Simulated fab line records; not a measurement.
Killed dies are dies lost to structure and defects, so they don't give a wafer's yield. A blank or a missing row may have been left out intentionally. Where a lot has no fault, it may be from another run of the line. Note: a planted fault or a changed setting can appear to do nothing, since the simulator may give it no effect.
Which of the tools did it? | flow sky130 | 12 lots (36 wafers sampled), 1 step of a 708-step route

## WHAT THE GAUGES SHOWED, per wafer
SKY_VIA4_THK_MEAS_01.
lot  | measured     | on            | VIA4_HDPCVD_THK (nm)
L420 | day 41 17:25 | film-metro-02 | 1738 1766 1732
L421 | day 41 22:48 | film-metro-01 | 1732 1746 1731
L423 | day 42 18:49 | film-metro-02 | 1742 1738 1730
L424 | day 43 21:44 | film-metro-01 | 1773 1767 1756
L427 | day 44 00:00 | film-metro-02 | 1746 1755 1743
L426 | day 44 00:44 | film-metro-02 | 1723 1723 1732
L428 | day 44 03:40 | film-metro-04 | 1740 1753 1732
L431 | day 44 23:04 | film-metro-02 | 1750 1764 1778
L430 | day 45 00:51 | film-metro-01 | 1740 1722 1730
L433 | day 45 08:14 | film-metro-02 | 1753 1741 1737
L434 | day 45 09:35 | film-metro-02 | 1761 1755 1755
L435 | day 45 17:52 | film-metro-02 | 1765 1733 1755

## TOOL THAT RAN EACH LOT (tool first, then ch and the chambers of the sampled wafers, then the start)
The record shows no process step preceding these readings.

## AS READ BY THE TOOLS THEMSELVES (means over the sampled wafers that have a number; for cases with no such wafer, the mark the record gives instead)
The record holds no such reading with a usual standard deviation.

## THE ANSWER, worked out from the rows above alone
Rule: the lots themselves supply what counts as usual. Put in order of their means at a reading, lots are off if they are a third of the lots or fewer, leave a main group of 4 or more, and stand apart from it by a gap of 3 or more times the standard deviation of the main group's means; of several such gaps the widest counts. Not used: any main group whose means are identical at the precision the tables above print for the reading. A lot without any number at a reading at which 4 lots or more have one is off too. Any other lot the step has rows for is counted as sound. After the gauges, taken in route order, come the tools' own readings; for these a lot's mean is taken, as printed above. The first step at which some lot is off is used, and at that step the reading that is off furthest; a lot without a number counts as furthest.
Across all readings shown, no lot is off: no conclusion can be drawn from this.

## WHAT THE SIMULATOR HAD INSERTED
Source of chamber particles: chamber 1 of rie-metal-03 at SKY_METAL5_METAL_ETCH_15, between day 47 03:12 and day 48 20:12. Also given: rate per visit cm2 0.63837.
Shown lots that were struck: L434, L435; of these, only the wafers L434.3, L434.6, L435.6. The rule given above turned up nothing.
